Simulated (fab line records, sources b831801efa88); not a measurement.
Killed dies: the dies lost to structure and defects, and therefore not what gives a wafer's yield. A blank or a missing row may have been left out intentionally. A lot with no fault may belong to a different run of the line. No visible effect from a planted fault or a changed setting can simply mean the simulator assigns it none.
Which tool was responsible?    flow sky130    route of 708 steps, sampled at 1 step: 12 lots, 36 wafers

WHAT EACH GAUGE READ, for each wafer
SKY_CAP2M_OVL_MEAS_12. Usual: CAP2M_OVL typically reads 0.7 nm, with standard deviation 1.2.
lot   measured      on          CAP2M_OVL (nm)  flag
L607  day 41 18:29  overlay-01  0.7 2.2 0.8     
L609  day 42 03:11  overlay-01  -0.4 -0.6 1.1   
L610  day 42 14:25  overlay-01  0.9 0.0 2.0     
L613  day 43 06:19  overlay-02  -0.7 -1.4 -0.6  
L614  day 43 17:56  overlay-02  1.0 -0.3 -0.6   
L615  day 43 21:20  overlay-01  -0.3 1.1 -0.6   
L617  day 45 21:09  overlay-02  1.3 0.7 1.3     
L619  day 46 02:29  overlay-01  0.5 1.1 -0.8    
L624  day 46 23:32  overlay-01  1.0 0.3 0.1     
L623  day 47 04:26  overlay-02  1.8 2.8 2.2     
L626  day 47 05:02  overlay-02  0.2 -1.5 -0.9   
L625  day 47 11:03  overlay-01  -0.3 0.0 -0.1   

EACH LOT AND THE TOOL THAT RAN IT (in order: tool; ch and the chambers of the sampled wafers; start)
The record holds no process step before these readings.

AS READ BY THE TOOLS THEMSELVES (means over the sampled wafers that have a number; for cases with no such wafer, the mark the record gives instead)
The record holds no such reading with a usual standard deviation.

THE ANSWER, worked out from the rows above alone
Rule: a lot is off if the mean of its wafers that have a number lies more than 3 standard deviations from the usual mean. A lot without any number at a reading at which 4 lots or more have one is off too. All remaining lots with rows at the step are treated as sound. First the gauges in route order, then the tools' own readings, where a lot's mean is used as printed above. The first step at which some lot is off is used, and at that step the reading that is off furthest; a lot without a number counts as furthest.
Across all readings shown, no lot is off: no conclusion can be drawn from this.

WHAT THE SIMULATOR HAD PUT IN
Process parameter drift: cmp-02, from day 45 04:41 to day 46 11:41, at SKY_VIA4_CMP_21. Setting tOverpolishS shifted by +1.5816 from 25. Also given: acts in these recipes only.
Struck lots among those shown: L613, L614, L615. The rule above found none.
